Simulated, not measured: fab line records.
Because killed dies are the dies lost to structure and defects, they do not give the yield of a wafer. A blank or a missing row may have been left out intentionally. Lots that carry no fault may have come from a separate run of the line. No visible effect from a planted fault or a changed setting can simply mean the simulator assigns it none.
Code-filled problem report in 8D (eight disciplines) form || flow sky130 || the parts of the form that need people (team, actions taken, sign-off) are left out

== 1. THE PROBLEM ==
At SKY_CONTACT_STRIP_19, stripTimeToEndpointS averages 3.830 s over 5 wafers from 3 lots, while fault-free wafers read 3.630 s, standard deviation 0.028. That puts it +7.1 standard deviations away from the usual mean.
The step: strips in O2/N2.
The first sign was on wafer L992.3 at day 33 19:47, on plasmaAsher-01. The record has a number at this step for 33 wafers belonging to 11 lots. By rule, "out" or "out of limits" means more than 4 standard deviations away from the usual mean. Any other wafer with a number is counted as sound.

== 2. WHAT IT IS AND WHAT IT IS NOT ==
{"question": "which readings at this step", "is": "stripTimeToEndpointS", "is not": "chamberPressureMTorr, drypumpMotorCurrentA, o2FlowSccm"}
{"question": "which lots", "is": "L992, L994, L998", "is not": "L106, L107, L108, L109, L986, L987, L995, L999"}
{"question": "which wafers of those lots", "is": "L992.3, L992.6, L994.3, L998.3, L998.6", "is not": "L992.2, L994.4, L994.5, L998.2"}
{"question": "read on which tools", "is": "plasmaAsher-01, plasmaAsher-02, plasmaAsher-04", "is not": "-"}
{"question": "when", "is": "from day 33 19:47", "is not": "up to then (7 sound wafers); but 21 sound wafers of L106, L107, L108, L109, L994, L995, L998, L999 came after"}

== 3. WHAT RULES OUT EACH SUSPECT ==
Counting: any tool at a process step up to the reading remains a suspect provided it ran every lot that is out. Sound lots after the first of them don't rule it out here, since some wafers of a struck lot are sound.
- lithoTrack-04 at SKY_CONTACT_COAT_09 (resist thk 450 nm): kept. It ran every lot that is out, first L992 (day 33 05:00); its last sound lot up to then is L987 (day 30 23:00).
Left after counting: lithoTrack-04 at SKY_CONTACT_COAT_09.

== 4. THE CAUSE (what the simulator had put in) ==
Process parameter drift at SKY_CONTACT_COAT_09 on lithoTrack-04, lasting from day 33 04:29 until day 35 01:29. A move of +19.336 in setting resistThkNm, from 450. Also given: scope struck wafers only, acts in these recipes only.
Counting left only this tool.

== 5. THE EFFECT CHAIN, in route order ==
Each row: a reading where the mean over the struck wafers with a number is more than 3 standard deviations away from the usual. Scope: only readings with a usual standard deviation given in the record; hours: median across lots of the time from each lot's start at the first step in this table that gives one to its start at this step; sigmas: change in usual standard deviations.
{"hours": 0, "step": "SKY_CONTACT_STRIP_19", "reading": "stripTimeToEndpointS", "usual": "3.630 s", "on struck wafers": 3.830, "change": "+0.200", "sigmas": "+7.1"}
Here are the process steps it includes:
- SKY_CONTACT_STRIP_19: strips in O2/N2.

== 6. WHAT WOULD HAVE CAUGHT IT SOONER ==
15 hours passed between the start of the fault at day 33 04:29 and the first reading out of limits in this record, taken at day 33 19:47.
No tool reading at SKY_CONTACT_COAT_09 that has a usual standard deviation in the record was out on any struck wafer, so an alarm limit of 4 standard deviations on those readings would not have fired.
Of the lots that are out (3), L998 began SKY_CONTACT_COAT_09 on lithoTrack-04 after day 33 19:47. Putting the tool on hold at that point would have spared it.
